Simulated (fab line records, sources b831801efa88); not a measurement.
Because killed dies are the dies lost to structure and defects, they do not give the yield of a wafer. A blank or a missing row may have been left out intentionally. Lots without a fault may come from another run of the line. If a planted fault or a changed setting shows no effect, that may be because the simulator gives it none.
fab line records	flow gf180mcu
record lots=14	wafers=42	lastDay=33
route steps=602 shown V4@491 MIM@505 TOP_METAL@572 PASSIVATION@587
lots that met no fault: taken from a fault-free run of the same line
startH: start of the lot's first displayed wafer, in hours after the record's first day	waitH: how many hours have passed since the lot's step before this one	" the same as in the row above	L1.1+2: several wafers, shown together as one row	- no value, or no start given	* or withheld: withheld	< > ~ a bound
route shown NAME@n: a module of which the file shows steps, and the number in the route of the first	usual: average and standard deviation across the fault-free wafers	same: alike in all rows	chamber/n: place in a boat	sites: readings site by site	_std_site: their standard deviation	_edge_site: the outer-site mean with the inner-site mean subtracted	radiusMm: for every site, how far away it sits from the centre of the wafer	mask NAME#n: copy n	behind: tool/chamber where the wafer was last shaped	hold: why the lot went on hold/how many hours it stayed there/how the hold came to an end	device: transistor that didn't switch, given as n, p or np	end of line: the same wafers' tests at the end of the route	for a step that has no rows: nothing shown but its recipe	killed: not the wafer's yield, but the dies lost to structure and defects at the first sort	map: a wafer's dies, marking killed ones x, the rest . and places with no die _
set.NAME: the run value of the setting; set.NAME@STEP: its run value at that earlier step	model.NAME: the simulator's own value behind a step, which no gauge read
a sample of lots followed through the steps of the route, with each step as a table and each wafer as a row
services: from which hour (startH, from the record's first day; less than 0 if before it) a tool's chamber was out of use, for how many hours, and why
## steps
# step GF_V4_OVL_MEAS_15
# usual V4_OVL=-2/5.3
lot.wafer	tool	chamber	startH	waitH	V4_OVL[nm]
L567.1	overlay-01	-	557.44	0.1	-1
L567.3	"	-	"	"	2
L567.5	"	-	"	"	4
L568.1	overlay-01	-	567.91	0.1	5
L568.4	"	-	"	"	7
L568.6	"	-	"	"	2
L570.1	overlay-02	-	578.54	0.1	-9
L570.2	"	-	"	"	-6
L570.3	"	-	"	"	-11
L571.1	overlay-01	-	595.80	0.1	-6
L571.3	"	-	"	"	-5
L571.6	"	-	"	"	-1
L572.1	overlay-01	-	601.25	0.1	2
L572.2	"	-	"	"	-5
L572.5	"	-	"	"	-6
L573.1	overlay-02	-	611.19	0.1	-7
L573.5	"	-	"	"	3
L573.6	"	-	"	"	-5
L576.2	overlay-02	-	638.80	0.1	-1
L576.4	"	-	"	"	2
L576.6	"	-	"	"	2
L577.2	overlay-02	-	645.95	0.1	1
L577.3	"	-	"	"	3
L577.6	"	-	"	"	4
L579.1	overlay-02	-	659.21	0.1	-7
L579.2	"	-	"	"	-5
L579.4	"	-	"	"	-12
L581.2	overlay-02	-	671.05	0.1	0
L581.3	"	-	"	"	-8
L581.4	"	-	"	"	3
L583.3	overlay-01	-	682.90	0.1	-4
L583.5	"	-	"	"	4
L583.6	"	-	"	"	4
L584.2	overlay-02	-	688.30	0.1	0
L584.3	"	-	"	"	3
L584.6	"	-	"	"	-2
L586.1	overlay-01	-	704.19	0.1	6
L586.5	"	-	"	"	5
L586.6	"	-	"	"	-1
L587.1	overlay-01	-	710.09	0.1	-2
L587.2	"	-	"	"	-10
L587.4	"	-	"	"	0
# step GF_MIM_SPUTTER_02
# recipe material=AlCu	targetThkNm=450	powerW=10600	timeS=23.9	chamberPressurePa=0.4
# usual throttleValvePct=30.1/1.3
lot.wafer	tool	chamber	startH	waitH	throttleValvePct
L567.1	pvdSputter-02	-	558.96	0.0	31.9
L567.3	"	-	"	"	31.2
L567.5	"	-	"	"	31.8
L568.1	pvdSputter-02	-	569.43	0.0	31.3
L568.4	"	-	"	"	32.4
L568.6	"	-	"	"	31.7
L570.1	pvdSputter-02	-	580.06	0.0	31.1
L570.2	"	-	"	"	30.1
L570.3	"	-	"	"	31.7
L571.1	pvdSputter-02	-	597.37	0.0	29.8
L571.3	"	-	"	"	31.3
L571.6	"	-	"	"	30.0
L572.1	pvdSputter-02	-	602.79	0.0	31.2
L572.2	"	-	"	"	31.6
L572.5	"	-	"	"	31.6
L573.1	pvdSputter-01	-	612.71	0.0	30.1
L573.5	"	-	"	"	29.7
L573.6	"	-	"	"	30.4
L576.2	pvdSputter-03	-	640.34	0.0	28.1
L576.4	"	-	"	"	29.9
L576.6	"	-	"	"	29.9
L577.2	pvdSputter-01	-	647.80	0.0	30.1
L577.3	"	-	"	"	29.3
L577.6	"	-	"	"	30.3
L579.1	pvdSputter-01	-	662.22	0.0	30.3
L579.2	"	-	"	"	29.5
L579.4	"	-	"	"	30.2
L581.2	pvdSputter-02	-	672.57	0.0	30.0
L581.3	"	-	"	"	31.2
L581.4	"	-	"	"	31.7
L583.3	pvdSputter-01	-	684.48	0.0	29.8
L583.5	"	-	"	"	29.2
L583.6	"	-	"	"	30.5
L584.2	pvdSputter-02	-	689.99	0.0	30.0
L584.3	"	-	"	"	32.6
L584.6	"	-	"	"	31.4
L586.1	pvdSputter-02	-	705.74	0.0	31.5
L586.5	"	-	"	"	30.8
L586.6	"	-	"	"	32.5
L587.1	pvdSputter-03	-	711.68	0.0	28.3
L587.2	"	-	"	"	29.6
L587.4	"	-	"	"	29.9
# step GF_TOP_METAL_RS_MEAS_05
# recipe thkMeasGauge=four-point-probe	reads=TiN_of_TOP_METAL_SPUTTER_04+Ti_of_TOP_METAL_SPUTTER_03+AlCu_of_TOP_METAL_SPUTTER_02+TiN_of_TOP_METAL_SPUTTER_01+Ti_of_TOP_METAL_SPUTTER_00
# usual TOP_METAL_ALCU_RS=0.0329/0.00034
lot.wafer	tool	chamber	startH	waitH	TOP_METAL_ALCU_RS[ohm/sq]
L567.1	filmMetro-04	-	627.11	0.0	0.0325
L567.3	"	-	"	"	0.0325
L567.5	"	-	"	"	0.0324
L568.1	filmMetro-03	-	635.84	0.0	0.0327
L568.4	"	-	"	"	0.0329
L568.6	"	-	"	"	0.0331
L570.1	filmMetro-04	-	646.09	0.0	0.0331
L570.2	"	-	"	"	0.0323
L570.3	"	-	"	"	0.0328
L571.1	filmMetro-03	-	662.91	0.0	0.0331
L571.3	"	-	"	"	0.0330
L571.6	"	-	"	"	0.0330
L572.1	filmMetro-02	-	667.04	0.0	0.0326
L572.2	"	-	"	"	0.0326
L572.5	"	-	"	"	0.0324
L573.1	filmMetro-03	-	679.88	0.0	0.0326
L573.5	"	-	"	"	0.0330
L573.6	"	-	"	"	0.0329
L576.2	filmMetro-03	-	700.47	0.0	0.0333
L576.4	"	-	"	"	0.0331
L576.6	"	-	"	"	0.0327
L577.2	filmMetro-03	-	707.15	0.0	0.0326
L577.3	"	-	"	"	0.0327
L577.6	"	-	"	"	0.0325
L579.1	filmMetro-03	-	721.12	0.0	0.0329
L579.2	"	-	"	"	0.0330
L579.4	"	-	"	"	0.0329
L581.2	filmMetro-03	-	731.85	0.0	0.0324
L581.3	"	-	"	"	0.0326
L581.4	"	-	"	"	0.0325
L583.3	filmMetro-02	-	742.95	0.1	0.0323
L583.5	"	-	"	"	0.0325
L583.6	"	-	"	"	0.0325
L584.2	filmMetro-03	-	746.65	0.0	0.0337
L584.3	"	-	"	"	0.0333
L584.6	"	-	"	"	0.0336
L586.1	filmMetro-02	-	762.08	0.0	0.0328
L586.5	"	-	"	"	0.0331
L586.6	"	-	"	"	0.0330
L587.1	filmMetro-03	-	765.90	0.0	0.0323
L587.2	"	-	"	"	0.0323
L587.4	"	-	"	"	0.0323
# step GF_PASSIVATION_CVD_00
# recipe material=SiO2	targetThkNm=1000	precursor=TEOS	tempC=400	timeS=111.95	rfW=600
# usual heaterPowerOuterW=361/67	heaterPowerW=630/90	runLengthS=139.8/0.47
lot.wafer	tool	chamber	startH	waitH	heaterPowerOuterW	heaterPowerW	runLengthS	sinceWetCleanH
L567.1	pecvd-03	2	647.69	0.0	294	548	140.2	473
L567.3	"	0	"	"	438	700	140.3	473
L567.5	"	0	"	"	483	739	140.4	-
L568.1	pecvd-02	1	655.45	0.0	369	681	139.0	689
L568.4	"	1	"	"	426	729	139.3	-
L568.6	"	2	"	"	385	609	139.9	-
L570.1	pecvd-02	0	665.11	0.0	361	654	139.4	699
L570.2	"	1	"	"	365	688	138.8	699
L570.3	"	2	"	"	381	627	139.6	699
L571.1	pecvd-02	1	683.10	0.0	377	693	138.9	717
L571.3	"	2	"	"	333	545	140.1	717
L571.6	"	1	"	"	412	729	139.1	-
L572.1	pecvd-02	0	687.17	0.0	315	619	139.7	721
L572.2	"	1	"	"	426	773	138.7	721
L572.5	"	0	"	"	354	648	139.7	-
L573.1	pecvd-02	1	699.60	0.0	404	719	138.7	733
L573.5	"	2	"	"	379	605	139.8	-
L573.6	"	1	"	"	407	771	139.5	-
L576.2	pecvd-03	0	719.30	0.0	468	764	139.7	545
L576.4	"	1	"	"	410	708	140.4	-
L576.6	"	2	"	"	311	546	140.5	-
L577.2	pecvd-02	0	726.23	0.0	281	549	140.1	760
L577.3	"	2	"	"	358	568	139.7	760
L577.6	"	0	"	"	322	620	139.8	-
L579.1	pecvd-04	2	738.97	0.0	378	662	140.4	356
L579.2	"	1	"	"	409	703	139.3	356
L579.4	"	2	"	"	276	526	139.5	-
L581.2	pecvd-03	1	749.30	0.0	396	685	166.9	575
L581.3	"	0	"	"	430	682	140.1	575
L581.4	"	2	"	"	257	493	140.1	-
L583.3	pecvd-03	1	761.08	0.0	383	635	167.2	586
L583.5	"	0	"	"	510	795	139.7	-
L583.6	"	2	"	"	268	506	140.4	-
L584.2	pecvd-02	0	764.14	0.0	336	643	140.3	798
L584.3	"	2	"	"	293	482	139.8	798
L584.6	"	0	"	"	370	662	140.3	-
L586.1	pecvd-02	0	778.98	0.0	272	545	139.5	813
L586.5	"	2	"	"	344	579	140.1	-
L586.6	"	0	"	"	325	619	139.6	-
L587.1	pecvd-02	1	783.06	0.0	412	742	139.8	817
L587.2	"	2	"	"	297	489	139.7	817
L587.4	"	1	"	"	318	628	139.2	-
# step GF_PASSIVATION_THK_MEAS_01
# recipe reads=SiO2_of_PASSIVATION_CVD_00
# usual PASSIVATION_CVD_00_THK=996/15
lot.wafer	tool	chamber	startH	waitH	PASSIVATION_CVD_00_THK[nm]
L567.1	filmMetro-04	-	647.77	0.0	975
L567.3	"	-	"	"	990
L567.5	"	-	"	"	992
L568.1	filmMetro-01	-	655.53	0.0	965
L568.4	"	-	"	"	975
L568.6	"	-	"	"	998
L570.1	filmMetro-01	-	665.19	0.0	979
L570.2	"	-	"	"	974
L570.3	"	-	"	"	995
L571.1	filmMetro-01	-	683.18	0.0	984
L571.3	"	-	"	"	1009
L571.6	"	-	"	"	998
L572.1	filmMetro-02	-	687.25	0.0	983
L572.2	"	-	"	"	982
L572.5	"	-	"	"	1009
L573.1	filmMetro-04	-	699.68	0.0	978
L573.5	"	-	"	"	1017
L573.6	"	-	"	"	992
L576.2	filmMetro-02	-	719.39	0.0	984
L576.4	"	-	"	"	1006
L576.6	"	-	"	"	998
L577.2	filmMetro-02	-	726.41	0.1	975
L577.3	"	-	"	"	992
L577.6	"	-	"	"	990
L579.1	filmMetro-04	-	739.05	0.0	981
L579.2	"	-	"	"	979
L579.4	"	-	"	"	987
L581.2	filmMetro-01	-	749.39	0.0	1228
L581.3	"	-	"	"	989
L581.4	"	-	"	"	995
L583.3	filmMetro-04	-	761.18	0.1	1232
L583.5	"	-	"	"	998
L583.6	"	-	"	"	996
L584.2	filmMetro-02	-	764.23	0.0	993
L584.3	"	-	"	"	1025
L584.6	"	-	"	"	1010
L586.1	filmMetro-01	-	779.06	0.0	992
L586.5	"	-	"	"	1040
L586.6	"	-	"	"	995
L587.1	filmMetro-01	-	783.14	0.0	999
L587.2	"	-	"	"	1011
L587.4	"	-	"	"	998
# step GF_PASSIVATION_ETCH_11
# recipe chemistry=CF4/O2	targetDepthNm=2040	stopOn=TiN	sourceW=800	biasW=150	pressureMtorr=150	cf4FlowSccm=80	O2_flow_sccm=10	timeS=453.3
# usual drypumpMotorCurrentA=5.95/0.3	oesProductAu=0.989/0.0065	throttleValvePct=5.969/0.0096
lot.wafer	tool	chamber	startH	waitH	drypumpMotorCurrentA	oesProductAu	rfHoursCounterH	throttleValvePct
L567.1	rieDiel-01	2	665.47	-	5.80	0.995	9	5.968
L567.3	"	1	"	"	5.67	0.990	18	5.965
L567.5	"	2	"	"	5.79	0.995	-	5.977
L568.1	rieDiel-01	2	674.93	-	5.82	0.996	9	5.977
L568.4	"	1	"	"	5.69	0.984	19	5.972
L568.6	"	1	"	"	5.69	0.992	-	5.961
L570.1	rieDiel-03	1	684.77	-	5.55	0.987	16	5.967
L570.2	"	3	"	"	6.33	0.995	4	5.985
L570.3	"	0	"	"	6.21	0.985	3	5.968
L571.1	rieDiel-03	3	702.07	-	6.34	0.995	5	5.991
L571.3	"	0	"	"	6.18	0.985	4	5.961
L571.6	"	0	"	"	6.18	0.980	-	5.970
L572.1	rieDiel-03	3	705.39	-	6.35	0.983	6	5.975
L572.2	"	1	"	"	5.57	0.986	18	5.953
L572.5	"	3	"	"	6.36	0.988	-	5.965
L573.1	rieDiel-01	2	717.73	-	5.81	1.000	11	5.964
L573.5	"	0	"	"	5.95	0.989	-	5.967
L573.6	"	3	"	"	6.16	0.982	-	5.953
L576.2	rieDiel-04	2	737.27	-	5.52	0.984	23	5.953
L576.4	"	2	"	"	5.51	0.991	-	5.953
L576.6	"	1	"	"	5.91	0.997	-	5.960
L577.2	rieDiel-04	0	744.04	-	6.37	0.983	4	5.964
L577.3	"	1	"	"	5.93	0.997	48	5.976
L577.6	"	1	"	"	5.91	0.996	-	5.970
L579.1	rieDiel-04	3	755.89	-	5.95	0.994	0	5.954
L579.2	"	0	"	"	6.39	0.980	5	5.981
L579.4	"	1	"	"	5.88	0.989	48	5.965
L581.2	rieDiel-03	0	765.97	-	6.14	0.970	7	5.965
L581.3	"	2	"	"	5.91	0.994	2	5.953
L581.4	"	3	"	"	6.37	0.989	9	5.974
L583.3	rieDiel-04	3	777.42	-	5.96	0.959	1	5.959
L583.5	"	0	"	"	6.36	0.987	-	5.958
L583.6	"	3	"	"	5.91	1.000	-	5.984
L584.2	rieDiel-01	3	780.58	-	6.15	0.977	17	5.980
L584.3	"	0	"	"	5.97	0.988	18	5.980
L584.6	"	3	"	"	6.16	0.992	-	5.975
L586.1	rieDiel-04	1	794.47	-	5.92	1.000	1	5.955
L586.5	"	3	"	"	5.94	0.987	-	5.975
L586.6	"	0	"	"	6.36	0.981	-	5.963
L587.1	rieDiel-04	2	798.77	-	5.53	0.991	28	5.971
L587.2	"	1	"	"	5.88	0.989	1	5.973
L587.4	"	3	"	"	5.97	0.988	3	5.959
## services
tool	chamber	startH	hours	kind
rieDiel-03	2	544.55	7.0	repair
rieDiel-01	-	552.19	0.7	repair
rieDiel-03	0	572.66	4.2	repair
rieDiel-04	2	576.37	13.7	repair
pecvd-03	1	578.96	5.1	repair
rieDiel-04	1	585.36	1.4	repair
pecvd-02	2	591.35	23.3	repair
rieDiel-03	-	592.26	3.8	repair
rieDiel-03	0	592.40	2.6	repair
rieDiel-04	3	596.91	9.0	repair
rieDiel-04	0	602.13	9.8	repair
rieDiel-03	2	607.44	3.9	repair
pecvd-03	1	609.12	2.5	repair
pecvd-03	-	610.06	0.7	repair
rieDiel-03	2	622.84	10.3	repair
rieDiel-04	2	624.65	5.0	repair
rieDiel-03	-	629.23	0.6	repair
rieDiel-03	2	633.67	1.3	repair
pvdSputter-02	-	636.00	1.7	repair
rieDiel-03	2	647.51	10.2	repair
pvdSputter-02	-	660.21	3.0	repair
rieDiel-04	3	727.45	6.6	repair
pecvd-02	-	736.32	1.4	repair
pvdSputter-02	-	766.89	2.1	repair
## key
firstSign step=GF_PASSIVATION_CVD_00	reading=runLengthS	direction=up	sigmas=58	usual=*	struck=*
effect step=GF_PASSIVATION_THK_MEAS_01	reading=PASSIVATION_CVD_00_THK	direction=up	sigmas=15	usual=996	struck=1230
effect step=GF_PASSIVATION_ETCH_11	reading=oesProductAu	direction=down	sigmas=3.7	usual=0.989	struck=0.965
metAt GF_PASSIVATION_CVD_00
struckLots L581,L583
struckWafers L581.2,L583.3
laterRowsLeftOut L581.2
sortLeftOut L581.2,L583.3
notActingAt GF_V4_OVL_MEAS_15,GF_MIM_SPUTTER_02,GF_TOP_METAL_RS_MEAS_05
onsetBetween 719.30 749.30
fault kind=processParameterDrift	tool=pecvd-03	chamber=1	onsetH=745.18	steps=GF_PASSIVATION_CVD_00	channel=timeS	offset=*	shape=step	endH=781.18	actsIn=*	stated=*
# sortLeftOut: the simulated sort isn't trusted on such a fault, so these wafers' sort isn't shown, and their yield isn't known
# laterRowsLeftOut: the simulator's readings of these wafers behind a module that went badly wrong aren't trusted and aren't shown, but for the sort
